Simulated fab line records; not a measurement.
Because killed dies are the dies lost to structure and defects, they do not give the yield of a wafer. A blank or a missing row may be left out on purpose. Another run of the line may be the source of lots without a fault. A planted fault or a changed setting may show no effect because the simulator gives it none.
8D (eight disciplines) problem report, filled in by code ; flow gf180mcu ; the parts of the form that need people (team, actions taken, sign-off) are left out

## 1. THE PROBLEM
heater power total W at GF_PSD_SOFTBAKE_03 reads a mean of 60.02 W on 3 wafers of 3 lots; wafers without a fault read 56.60 W with a standard deviation of 0.042. Relative to the usual mean, that is a shift of +81 standard deviations.
The step: time 60 s.
First observed at day 16 14:03: wafer L785.2, on litho track-02. The record holds 41 wafers of 14 lots with a number at this step. By rule, "out" or "out of limits" means more than 4 standard deviations away from the usual mean. The other wafers with a number count as sound.

## 2. WHAT IT IS AND WHAT IT IS NOT
question;is;is not
which readings at this step;heater power total W, run length s;-
which lots;L785, L786, L788;L777, L778, L779, L784, L787, L795, L796, L797, L798, L799, L800
which wafers of those lots;L785.2, L786.6, L788.2;L785.4, L785.5, L786.1, L786.3, L788.4
read on which tools;litho track-02;litho track-04
when;from day 16 14:03;"up to then (14 sound wafers); but 24 sound wafers of L786, L787, L788, L795, L796, L797, L798, L799, L800 came after"

## 3. WHAT RULES OUT EACH SUSPECT
Counting: if a tool at a process step up to the reading ran every lot that is out, it stays a suspect. Sound lots after the first of them don't rule it out here, since some wafers of a struck lot are sound.
- litho track-02 at GF_PSD_SOFTBAKE_03 (time 60 s): kept. It processed each lot that is out (first: L785, day 16 14:03); up to then, its last sound lot is L784 (day 16 05:06). On those wafers its own readings are out: heater power total W, run length s.
The count leaves litho track-02 at GF_PSD_SOFTBAKE_03.

## 4. THE CAUSE (what the simulator had put in)
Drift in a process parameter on litho track-02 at GF_PSD_SOFTBAKE_03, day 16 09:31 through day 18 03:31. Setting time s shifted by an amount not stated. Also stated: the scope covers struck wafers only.
This tool alone remained once counting was done.

## 5. SEQUENCE OF EFFECTS, ordered by route
Each row: a reading where the mean over the struck wafers with a number is more than 3 standard deviations away from the usual. Readings are gone through only where the record gives a usual standard deviation; hours: the median, over the lots, of the time from a lot's start at the first step in this table giving one to that lot's start at this step; sigmas: the change measured in usual standard deviations.
hours;step;reading;usual;on struck wafers;change;sigmas
0;GF_PSD_SOFTBAKE_03;heater power total W;56.60 W;60.02;+3.42;+81
0;GF_PSD_SOFTBAKE_03;run length s;89.10 s;79.73;-9.37;-72
Its process steps:
- GF_PSD_SOFTBAKE_03: time 60 s.
Later measuring or inspecting steps at which every struck wafer that the step has a row for has a number for every such reading, and none has moved that far: GF_PSD_CD_MEAS_07.

## 6. HOW IT WOULD HAVE BEEN CAUGHT EARLIER
The fault began at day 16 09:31; the first out-of-limits reading in this record came at day 16 14:03, 5 hours later.
